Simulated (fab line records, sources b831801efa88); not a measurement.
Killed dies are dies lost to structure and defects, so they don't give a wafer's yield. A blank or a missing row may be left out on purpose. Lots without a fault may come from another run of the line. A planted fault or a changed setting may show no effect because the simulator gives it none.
fab line records | flow sky130
record lots=6 wafers=18 last_day=50
route steps=708 shown NWELL@82 PWDE@84 VT_ADJUST_HVTP@85 VT_ADJUST_LVTN@97 PAD_OPEN@708
lots that met no fault: from a run of the same line without faults
start_h: hours from the record's first day to the start of the lot's first wafer shown | wait_h: hours since the lot's step before | " the same as in the row above | L1.1+2: a row that stands for several wafers | - no value, or no start given | * or withheld: withheld | < > ~ a bound
route shown NAME@n: a module of which the file shows steps, and the number in the route of the first | usual: mean/standard deviation of fault-free wafers | same: alike in all rows | chamber/n: place in a boat | sites: the reading at each site | _std_site: their standard deviation | _edge_site: outer sites' mean less inner sites' | radius_mm: how far each site lies from the wafer's centre | mask NAME#n: copy n | behind: the tool/chamber that last shaped the wafer | hold: why the lot was held/for how many hours/how that ended | device: the transistor (n, p or np) that didn't switch | end of line: the same wafers' tests at the end of the route | a step without rows: its recipe alone | killed: dies lost to structure and defects at the first sort, not the wafer's yield | map: a wafer's dies, x killed, . not, _ none there
set.NAME: the setting as run; set.NAME@STEP: as run at that earlier step | model.NAME: the simulator's own value behind a step, which no gauge read
lots at some steps of the route; a table a step, a row a wafer
services: from which hour (start_h, from the record's first day; less than 0 if before it) a tool's chamber was out of use, for how many hours, and why
## steps
# step SKY_NWELL_RS_MEAS_29
# recipe thk_meas_gauge=four-point-probe
# usual NWELL_RS=624.6/2
# columns lot.wafer tool chamber start_h wait_h NWELL_RS[ohm/sq]
L382.2 film_metro-04 - 121.79 0.1 620.9
L382.3 " - " " 623.1
L382.5 " - " " 622.4
L384.1 film_metro-04 - 131.07 0.1 622.0
L384.5 " - " " 622.2
L384.6 " - " " 620.8
L385.2 film_metro-04 - 139.09 0.1 628.6
L385.4 " - " " 625.8
L385.6 " - " " 627.8
L394.1 film_metro-03 - 198.67 0.1 629.2
L394.2 " - " " 627.5
L394.5 " - " " 630.9
L399.2 film_metro-03 - 231.89 0.1 625.6
L399.4 " - " " 627.0
L399.5 " - " " 625.4
L401.1 film_metro-03 - 241.78 0.1 625.3
L401.3 " - " " 625.0
L401.5 " - " " 624.0
# step SKY_NWELL_RS_MEAS_31
# recipe thk_meas_gauge=four-point-probe
# usual PWDE_RS=5346/18
# columns lot.wafer tool chamber start_h wait_h PWDE_RS[ohm/sq]
L382.2 film_metro-04 - 122.03 0.1 5316
L382.3 " - " " 5315
L382.5 " - " " 5326
L384.1 film_metro-04 - 131.31 0.1 5358
L384.5 " - " " 5351
L384.6 " - " " 5368
L385.2 film_metro-04 - 139.33 0.1 5371
L385.4 " - " " 5358
L385.6 " - " " 5357
L394.1 film_metro-03 - 198.91 0.1 5318
L394.2 " - " " 5340
L394.5 " - " " 5354
L399.2 film_metro-03 - 232.13 0.1 5339
L399.4 " - " " 5360
L399.5 " - " " 5349
L401.1 film_metro-03 - 242.02 0.1 5343
L401.3 " - " " 5337
L401.5 " - " " 5341
# step SKY_VT_ADJUST_HVTP_DEHYDRATE_00
# recipe temp_c=200 time_s=60
# step SKY_VT_ADJUST_HVTP_HMDS_01
# recipe prime_time_s=62.78 prime_temp_c=120
# step SKY_VT_ADJUST_HVTP_COAT_02
# recipe resist=NOVOLAK spin_rpm=3000 resist_thk_nm=1140
# step SKY_VT_ADJUST_HVTP_SOFTBAKE_03
# recipe temp_c=90 time_s=60 resist=NOVOLAK
# step SKY_VT_ADJUST_HVTP_EXPOSE_04
# recipe mask_id=HVTPM na=0.6 source_shape=conventional sigma_outer=0.6 polarization=unpolarized target_cd_nm=380 dose_mj=140
# step SKY_VT_ADJUST_HVTP_PEB_05
# recipe temp_c=withheld time_s=* resist=NOVOLAK
# step SKY_VT_ADJUST_HVTP_DEVELOP_06
# recipe resist=NOVOLAK developer=TMAH develop_time_s=58.02 dev_temp_c=23
# step SKY_VT_ADJUST_HVTP_CD_MEAS_07
# recipe target_cd_nm=380
# usual cd_nm=379.4/2.5
# columns lot.wafer tool chamber start_h wait_h cd_nm
L382.2 cd_sem-02 - 141.25 0.1 374.7
L382.3 " - " " 376.8
L382.5 " - " " 379.8
L384.1 cd_sem-02 - 150.43 0.1 377.5
L384.5 " - " " 377.5
L384.6 " - " " 380.8
L385.2 cd_sem-02 - 159.20 0.1 377.9
L385.4 " - " " 380.0
L385.6 " - " " 377.9
L394.1 cd_sem-02 - 221.62 0.1 378.3
L394.2 " - " " 378.7
L394.5 " - " " 377.1
L399.2 cd_sem-02 - 255.75 0.1 377.7
L399.4 " - " " 376.0
L399.5 " - " " 376.7
L401.1 cd_sem-01 - 265.27 0.1 379.0
L401.3 " - " " 378.1
L401.5 " - " " 376.9
# step SKY_VT_ADJUST_HVTP_OVL_MEAS_08
# usual VT_ADJUST_HVTP_OVL=0.8/1.5
# columns lot.wafer tool chamber start_h wait_h VT_ADJUST_HVTP_OVL[nm]
L382.2 overlay-02 - 141.36 0.1 -0.3
L382.3 " - " " 0.6
L382.5 " - " " -0.3
L384.1 overlay-02 - 150.55 0.1 0.2
L384.5 " - " " 1.8
L384.6 " - " " 1.3
L385.2 overlay-02 - 159.30 0.1 -1.6
L385.4 " - " " -1.6
L385.6 " - " " -0.3
L394.1 overlay-02 - 221.74 0.1 3.6
L394.2 " - " " 3.5
L394.5 " - " " 1.6
L399.2 overlay-01 - 255.85 0.1 0.8
L399.4 " - " " 0.6
L399.5 " - " " 1.2
L401.1 overlay-01 - 265.39 0.1 -3.6
L401.3 " - " " -2.3
L401.5 " - " " -0.7
# step SKY_VT_ADJUST_HVTP_IMPLANT_09
# recipe species=As energy_kev=150 dose_cm2=4.3e+12 tilt_deg=withheld
# columns lot.wafer tool chamber start_h wait_h
L382.2+3+5 implanter-01 0 141.42 0.0
L384.1+5+6 implanter-02 0 150.58 0.0
L385.2+4+6 implanter-01 0 159.36 0.0
L394.1+2+5 implanter-02 0 221.78 0.0
L399.2+4+5 implanter-04 0 255.91 0.0
L401.1+3+5 implanter-01 0 265.43 0.0
# step SKY_VT_ADJUST_HVTP_STRIP_10
# recipe chemistry=O2/N2 power_w=1400 pressure_mtorr=1500 platen_temp_c=withheld o2_flow_sccm=3000 n2_flow_sccm=300 overash_fraction=0.5
# usual drypump_motor_current_A=5.5/0.59 oes_product_au=0.715/0.0044 strip_time_to_endpoint_s=14.19/0.039
# columns lot.wafer tool chamber start_h wait_h drypump_motor_current_A oes_product_au rf_hours_counter_h strip_time_to_endpoint_s
L382.2 plasma_asher-03 1 141.54 0.1 5.9 0.719 3 14.22
L382.3 " 1 " " 5.9 0.715 - 14.20
L382.5 " 0 " " 5.1 0.714 - 14.21
L384.1 plasma_asher-02 1 150.73 0.1 5.3 0.707 40 14.15
L384.5 " 0 " " 6.7 0.716 - 14.23
L384.6 " 1 " " 5.3 0.714 - 14.18
L385.2 plasma_asher-01 1 159.48 0.1 5.7 0.716 51 14.22
L385.4 " 0 " " 5.0 0.707 - 14.16
L385.6 " 1 " " 5.6 0.717 - 14.18
L394.1 plasma_asher-02 0 221.93 0.1 6.8 0.714 47 14.19
L394.2 " 1 " " 5.3 0.722 47 14.18
L394.5 " 1 " " 5.3 0.718 - 14.15
L399.2 plasma_asher-03 1 256.03 0.1 5.9 0.720 14 14.17
L399.4 " 1 " " 5.9 0.718 - 14.20
L399.5 " 0 " " 5.0 0.713 - 14.17
L401.1 plasma_asher-02 0 265.58 0.1 6.8 0.713 51 14.19
L401.3 " 1 " " 5.3 0.708 - 14.16
L401.5 " 1 " " 5.3 0.719 - 14.23
# step SKY_VT_ADJUST_HVTP_TW_MEAS_11
# usual VT_ADJUST_HVTP_TW=1351/14
# columns lot.wafer tool chamber start_h wait_h VT_ADJUST_HVTP_TW
L382.2 film_metro-01 - 141.65 0.1 1191
L382.3 " - " " 1193
L382.5 " - " " 1194
L384.1 film_metro-03 - 150.83 0.1 1336
L384.5 " - " " 1337
L384.6 " - " " 1327
L385.2 film_metro-01 - 159.59 0.1 1195
L385.4 " - " " 1192
L385.6 " - " " 1196
L394.1 film_metro-01 - 222.03 0.1 1352
L394.2 " - " " 1351
L394.5 " - " " 1354
L399.2 film_metro-04 - 256.14 0.1 1356
L399.4 " - " " 1361
L399.5 " - " " 1355
L401.1 film_metro-04 - 265.68 0.1 1372
L401.3 " - " " 1381
L401.5 " - " " 1378
# step SKY_VT_ADJUST_LVTN_DEHYDRATE_00
# recipe temp_c=200 time_s=60
# step SKY_PAD_OPEN_PROBE_99
# usual killed_at_M0_to_M3=43/7.2 killed_at_M4_up=3.5/2 killed_at_contacts=24/5.2 killed_at_front_end=15/4.4 killed_at_other=0.2/0.48 killed_dies=85/9.4 killed_open=46/7.3 killed_short=39/6.1
# same gross_dies=492 killed_at_back_side=0
# columns lot.wafer tool chamber start_h wait_h killed_at_M0_to_M3 killed_at_M4_up killed_at_contacts killed_at_front_end killed_at_other killed_dies killed_open killed_short
L382.2 prober-02 - 1099.27 0.1 31 3 34 18 0 86 49 37
L382.3 prober-02 - 1099.32 0.2 47 2 28 8 0 85 41 44
L382.5 prober-02 - 1099.42 0.2 45 1 22 18 0 86 53 33
L384.1 prober-01 - 1100.72 0.1 42 6 21 22 0 91 48 43
L384.5 prober-01 - 1100.92 0.2 44 8 21 14 0 87 47 40
L384.6 prober-01 - 1100.97 0.2 42 3 32 9 0 86 51 35
L385.4 prober-01 - 1116.23 0.2 55 5 34 17 2 113 55 54
L385.6 prober-01 - 1116.33 0.2 39 3 21 17 0 80 46 33
L394.1 prober-01 - 1166.58 0.1 33 5 28 11 0 77 55 22
L394.2 prober-01 - 1166.63 0.1 47 1 20 20 0 88 43 45
L394.5 prober-01 - 1166.78 0.2 38 2 28 19 0 87 43 43
# killed by level:class
L382.2 CONTACT:geometric_particle:open=11 LI_CONTACT:geometric_particle:open=8 VIA3:geometric_particle:open=8 CONTACT:geometric_particle:short=6 VIA1:geometric_particle:open=6 LI_CONTACT:geometric_particle:short=4 FIELD_ISO:geometric_particle:open=3 FIELD_ISO:geometric_particle:short=3
L382.3 CONTACT:geometric_particle:open=13 VIA1:geometric_particle:open=9 METAL1:geometric_particle:short=6 VIA1:geometric_particle:short=6 VIA3:geometric_particle:open=6 POLY_GATE:geometric_particle:short=5 VIA2:geometric_particle:open=5 CONTACT:geometric_particle:short=5
L382.5 VIA1:geometric_particle:open=13 CONTACT:geometric_particle:open=10 LOCAL_INTERCONNECT:geometric_particle:short=7 VIA2:geometric_particle:open=7 METAL2:geometric_particle:short=7 FIELD_ISO:geometric_particle:short=5 VIA3:geometric_particle:open=5 POLY_GATE:geometric_particle:open=4
L384.1 METAL1:geometric_particle:short=10 VIA1:geometric_particle:open=9 LI_CONTACT:geometric_particle:open=8 POLY_GATE:geometric_particle:open=6 VIA3:geometric_particle:open=6 POLY_GATE:geometric_particle:short=5 FIELD_ISO:geometric_particle:open=4 FIELD_ISO:geometric_particle:short=4
L384.5 VIA1:geometric_particle:open=11 VIA2:geometric_particle:open=11 METAL4:geometric_particle:short=8 LI_CONTACT:geometric_particle:open=7 CONTACT:geometric_particle:open=6 VIA1:geometric_particle:short=5 VIA2:geometric_particle:short=4 POLY_GATE:geometric_particle:open=4
L384.6 CONTACT:geometric_particle:open=11 VIA1:geometric_particle:open=8 VIA2:geometric_particle:open=8 LI_CONTACT:geometric_particle:open=7 LI_CONTACT:geometric_particle:short=5 METAL2:geometric_particle:short=5 VIA3:geometric_particle:open=5 VIA2:geometric_particle:short=4
L385.4 VIA1:geometric_particle:open=14 CONTACT:geometric_particle:open=11 LI_CONTACT:geometric_particle:open=9 VIA3:geometric_particle:open=8 VIA1:geometric_particle:short=7 CONTACT:geometric_particle:short=7 POLY_GATE:geometric_particle:short=6 METAL1:geometric_particle:short=6
L385.6 VIA2:geometric_particle:open=9 LI_CONTACT:geometric_particle:open=8 FIELD_ISO:geometric_particle:short=6 VIA3:geometric_particle:open=6 CONTACT:geometric_particle:short=6 VIA1:geometric_particle:open=6 LOCAL_INTERCONNECT:geometric_particle:short=4 METAL1:geometric_particle:short=4
L394.1 LI_CONTACT:geometric_particle:open=12 VIA1:geometric_particle:open=11 CONTACT:geometric_particle:open=10 VIA2:geometric_particle:open=4 CONTACT:geometric_particle:short=4 FIELD_ISO:geometric_particle:open=3 POLY_CUT:geometric_particle:open=3 VIA1:geometric_particle:short=3
L394.2 VIA1:geometric_particle:open=13 CONTACT:geometric_particle:open=10 VIA1:geometric_particle:short=9 FIELD_ISO:geometric_particle:short=8 METAL1:geometric_particle:short=6 POLY_GATE:geometric_particle:short=5 METAL2:geometric_particle:short=5 LI_CONTACT:geometric_particle:open=4
L394.5 VIA1:geometric_particle:open=12 CONTACT:geometric_particle:open=10 POLY_GATE:geometric_particle:short=7 LOCAL_INTERCONNECT:geometric_particle:short=6 LI_CONTACT:geometric_particle:open=6 METAL1:geometric_particle:short=5 POLY_GATE:geometric_particle:open=5 CONTACT:geometric_particle:short=4
## services
# columns tool chamber start_h hours kind
plasma_asher-03 0 117.75 - clean
plasma_asher-03 1 117.75 - clean
implanter-01 - 131.17 3.9 pm
implanter-01 - 135.02 5.0 pm
implanter-04 - 138.51 3.2 pm
implanter-01 - 146.60 5.7 repair
plasma_asher-02 - 172.05 6.5 repair
plasma_asher-02 - 230.92 0.4 repair
implanter-02 - 256.64 3.9 repair
## key
first_sign step=SKY_VT_ADJUST_HVTP_TW_MEAS_11 reading=VT_ADJUST_HVTP_TW direction=down sigmas=11 usual=1351 struck=1194
effect none on later readings
met_at SKY_VT_ADJUST_HVTP_IMPLANT_09
struck_wafers L382.2,L382.3,L382.5,L385.2,L385.4,L385.6
tester_left_out L382,L385
fault kind=process_parameter_drift tool=implanter-01 chamber=- onset_h=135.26 steps=SKY_VT_ADJUST_HVTP_IMPLANT_09 channel=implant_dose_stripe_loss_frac offset=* shape=step end_h=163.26
# tester_left_out: of these lots the tester's yield and bins aren't shown, on N5 and GAA mostly nor the transistor test; their killed dies are dies lost to structure and defects alone, not to doping, threshold or leakage, so they don't give the yield
